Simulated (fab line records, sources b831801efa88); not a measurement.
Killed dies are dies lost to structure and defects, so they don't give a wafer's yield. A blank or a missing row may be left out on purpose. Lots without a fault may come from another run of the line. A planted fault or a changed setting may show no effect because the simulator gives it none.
Problem report in the 8D (eight disciplines) form, filled by code | flow sfq_line | the parts of the form that need people (team, actions taken, sign-off) are left out

1. THE PROBLEM
M6_NB_RS at SFQ_M6_RS_MEAS_938 reads a mean of 0.670 ohm/sq on 2 wafers of 2 lots; wafers without a fault read 0.894 ohm/sq with a standard deviation of 0.0075. That is -30 standard deviations from the usual mean.
The step: measures by four-point-probe.
First seen on wafer L981.5, day 79 11:40, on film_metro-01. The record holds 41 wafers of 14 lots with a number at this step. Rule for "out", or "out of limits": more than 4 standard deviations from the usual mean. The other wafers with a number count as sound.

2. WHAT IT IS AND WHAT IT IS NOT
question                    | is                | is not
which readings at this step | M6_NB_RS          | -
which lots                  | L981, L983        | L960, L961, L962, L963, L965, L966, L969, L970, L971, L972, L973, L977
which wafers of those lots  | L981.5, L983.5    | L981.6, L983.2, L983.4
read on which gauges        | film_metro-01     | film_metro-02, film_metro-04
when                        | from day 79 11:40 | up to then (37 sound wafers); but 2 sound wafers of L983 came after

3. SUSPECTS, AND WHAT RULES EACH OUT
Counting: a tool at a process step up to the reading stays a suspect if it ran every lot that is out. Sound lots after the first of them don't rule it out here, since some wafers of a struck lot are sound.
- the gauge at SFQ_M6_RS_MEAS_938: ruled out. All the wafers that are out were read on film_metro-01, but those of them that SFQ_TRILAYER_M6_ETCH_METAL_ETCH_162 has rows for are out there too, on other tools.
- pvd_sputter-04 at SFQ_TRILAYER_M6_DEP_SPUTTER_157 (material Nb, target thk 200 nm, time 133.3 s): kept. It ran every lot that is out, first L981 (day 79 11:32); its last sound lot up to then is L977 (day 79 05:28).
Left after counting: pvd_sputter-04 at SFQ_TRILAYER_M6_DEP_SPUTTER_157.

4. THE CAUSE (what the simulator had put in)
Process parameter drift: pvd_sputter-04, from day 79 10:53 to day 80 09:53, at SFQ_TRILAYER_M6_DEP_SPUTTER_157. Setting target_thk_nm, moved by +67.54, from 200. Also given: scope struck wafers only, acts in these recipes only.
Counting left only this tool.

5. THE CHAIN OF EFFECTS, in route order
Each row: a reading whose mean over the struck wafers that have a number lies more than 3 standard deviations from the usual. Only readings for which the record gives a usual standard deviation are gone through. hours: the time from each lot's start at the first step in this table that gives one to its start at this step, as a median over the lots. sigmas: the change in usual standard deviations.
hours | step                                | reading        | usual        | on struck wafers | change | sigmas
0     | SFQ_M6_RS_MEAS_938                  | M6_NB_RS       | 0.894 ohm/sq | 0.670            | -0.224 | -30
18    | SFQ_TRILAYER_M6_ETCH_METAL_ETCH_162 | oes_product_au | 0.892 a.u.   | 0.992            | +0.100 | +15
The process steps in it:
- SFQ_TRILAYER_M6_ETCH_METAL_ETCH_162: etches Nb in Cl2/Ar, stops on SiO2, target depth 240 nm, time 120 s.
Later measuring or inspecting steps at which every struck wafer that the step has a row for has a number for every such reading, and none has moved that far: SFQ_M7_OVL_MEAS_945, SFQ_M8_OVL_MEAS_948.

6. WHAT WOULD HAVE CAUGHT IT SOONER
In this record the first reading out of limits at a measuring or inspecting step was taken at day 79 11:40, 1 hour after the fault began at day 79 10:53.
Of the tool readings at SFQ_TRILAYER_M6_DEP_SPUTTER_157 for which the record gives a usual standard deviation, none was out on any struck wafer, so an alarm limit of 4 standard deviations on them would not have fired.
Of the lots that are out (2), L983 began SFQ_TRILAYER_M6_DEP_SPUTTER_157 on pvd_sputter-04 after day 79 11:40. A hold on the tool at that time would have spared it.
